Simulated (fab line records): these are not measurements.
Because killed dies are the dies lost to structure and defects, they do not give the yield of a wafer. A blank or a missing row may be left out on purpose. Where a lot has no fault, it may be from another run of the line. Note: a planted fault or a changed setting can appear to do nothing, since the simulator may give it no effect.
2 desks, one fault / flow sky130 / only its own numbers are on each desk; what lay behind them is given at the end

## THE METROLOGY DESK
Means of the sampled wafers that have a number, per lot and without regard to the tool the lot ran on: this is what the gauges read. A lot is out of limits, marked OUT, if its mean lies more than 4 standard deviations from the usual mean; the brackets give that distance.
Columns: A = POLY_GATE_OXIDATION_THK at SKY_POLY_GATE_THK_MEAS_21, usual 3.96 nm; B = cdNm at SKY_POLY_GATE_CD_MEAS_22, usual 150 nm; C = LDD_N_OVL at SKY_LDD_N_OVL_MEAS_07, usual -0.6 nm
lot=L641; first seen here=day 18 06:05; A=3.98; B=151; C=1.2
lot=L645; first seen here=day 19 05:39; A=3.98; B=152; C=0.2
lot=L651; first seen here=day 22 15:50; A=3.94; B=148; C=-2.0
lot=L654; first seen here=day 23 02:13; A=3.96; B=150; C=-0.4
lot=L657; first seen here=day 23 20:31; A=4.02; B=150; C=0.1
lot=L658; first seen here=day 24 02:31; A=4.11; B=152; C=-0.7
This desk's finding: nothing out of limits on any of the 6 lots.

## AT THE TOOL OWNER'S DESK: implanter-04
The tool's own readings at SKY_LDD_N_IMPLANT_09, given as means over the sampled wafers that have a number, one for each lot that went through this tool. A lot is out of limits, marked OUT, if its mean lies more than 4 standard deviations from the usual mean; the brackets give that distance.
Columns: A = beamEnergyKeV at SKY_LDD_N_IMPLANT_09, usual 20.000; B = beamOnS at SKY_LDD_N_IMPLANT_09, usual 10.02 s; C = faradayCurrentUA at SKY_LDD_N_IMPLANT_09, usual 422
lot=L645; first seen here=day 20 12:56; A=20.006; B=10.14; C=417
lot=L651; first seen here=day 23 22:14; A=16.656 (-99 or more) OUT; B=10.91 (+4.5) OUT; C=386 (-4.2) OUT
lot=L654; first seen here=day 24 07:33; A=16.643 (-99 or more) OUT; B=10.97 (+4.7) OUT; C=385 (-4.3) OUT
This desk finds L651, L654 out of limits, L651 being first, at day 23 22:14 (beamEnergyKeV at SKY_LDD_N_IMPLANT_09). L645 stayed within limits.

## PUT TOGETHER
The tool owner's desk had the chance to raise an alarm at day 23 22:14 on L651, L654.
The metrology desk saw nothing out of limits.
The metrology desk holds a record of L651, L654, inside its limits.
The lots listed all ran SKY_LDD_N_IMPLANT_09 on implanter-04.

## WHAT HAD BEEN PUT IN BY THE SIMULATOR
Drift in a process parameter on implanter-04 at SKY_LDD_N_IMPLANT_09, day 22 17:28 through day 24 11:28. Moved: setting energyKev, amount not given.
Struck lots among those shown: L651, L654.
Time in hours from fault onset to the first out-of-limits reading at each desk: the tool owner's desk, 29.
